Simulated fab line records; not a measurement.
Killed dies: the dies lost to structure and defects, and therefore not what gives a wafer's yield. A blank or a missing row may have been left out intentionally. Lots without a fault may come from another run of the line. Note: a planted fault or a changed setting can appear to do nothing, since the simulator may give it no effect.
Matching of chambers :: flow gf180mcu :: rie diel-02 running GF_PASSIVATION_ETCH_11: 4 sister chambers
The step etches the open film in CF4/O2, stops on TiN, target depth 1800 nm, time 400 s. 8 wafers are shown with their chamber, then 11 later ones without.

## EACH WAFER AND ITS CHAMBER
wafer: L085.5
chamber: 3
drypump motor current A (A): 6.07
oes product au (a.u.): 0.969

wafer: L087.2
chamber: 0
drypump motor current A (A): 5.34
oes product au (a.u.): 0.964

wafer: L087.4
chamber: 2
drypump motor current A (A): 5.13
oes product au (a.u.): 0.967

wafer: L087.6
chamber: 1
drypump motor current A (A): 5.29
oes product au (a.u.): 0.963

wafer: L090.2
chamber: 2
drypump motor current A (A): 5.13
oes product au (a.u.): 0.956

wafer: L090.3
chamber: 3
drypump motor current A (A): 6.03
oes product au (a.u.): 0.953

wafer: L090.5
chamber: 0
drypump motor current A (A): 5.37
oes product au (a.u.): 0.967

wafer: L093.1
chamber: 1
drypump motor current A (A): 5.30
oes product au (a.u.): 0.951

## WAFERS MISSING THEIR CHAMBER
wafer: L093.5
drypump motor current A (A): 5.31
oes product au (a.u.): 0.968

wafer: L093.6
drypump motor current A (A): 5.31
oes product au (a.u.): 0.975

wafer: L092.1
drypump motor current A (A): 5.38
oes product au (a.u.): 0.966

wafer: L092.3
drypump motor current A (A): 5.13
oes product au (a.u.): 0.952

wafer: L092.4
drypump motor current A (A): 5.30
oes product au (a.u.): 0.969

wafer: L095.2
drypump motor current A (A): 5.37
oes product au (a.u.): 0.960

wafer: L095.5
drypump motor current A (A): 5.39
oes product au (a.u.): 0.969

wafer: L095.6
drypump motor current A (A): 5.28
oes product au (a.u.): 0.964

wafer: L096.1
drypump motor current A (A): 5.30
oes product au (a.u.): 0.959

wafer: L096.3
drypump motor current A (A): 5.14
oes product au (a.u.): 0.959

wafer: L096.5
drypump motor current A (A): 5.34
oes product au (a.u.): 0.970

## EACH ONE'S CHAMBER
wafer: L093.5
from the rows above: can't be placed: 1 or 0
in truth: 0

wafer: L093.6
from the rows above: can't be placed: 1 or 0
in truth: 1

wafer: L092.1
from the rows above: 0
in truth: 0

wafer: L092.3
from the rows above: 2
in truth: 2

wafer: L092.4
from the rows above: can't be placed: 1 or 0
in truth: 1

wafer: L095.2
from the rows above: 0
in truth: 0

wafer: L095.5
from the rows above: 0
in truth: 0

wafer: L095.6
from the rows above: 1
in truth: 1

wafer: L096.1
from the rows above: 1
in truth: 1

wafer: L096.3
from the rows above: 2
in truth: 2

wafer: L096.5
from the rows above: can't be placed: 0 or 1
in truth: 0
Correct placement for 7 of the 11. Unplaceable from these rows: 4, with the true chamber sitting among the candidates in 4. Placed wrongly: 0.
How it was worked out, from the rows above alone: a wafer's distance from a chamber is the root of the sum, over the readings, of the square of ((its reading less the chamber's mean) divided by the reading's scatter). The wafer belongs to the nearest chamber; if the next one is less than 2 further off, it can't be placed. The mean given for a chamber averages the wafers shown for that chamber. The scatter is the square root of a quotient: the sum, over the shown wafers, of each reading's squared deviation from its chamber's mean, divided by wafers minus chambers.
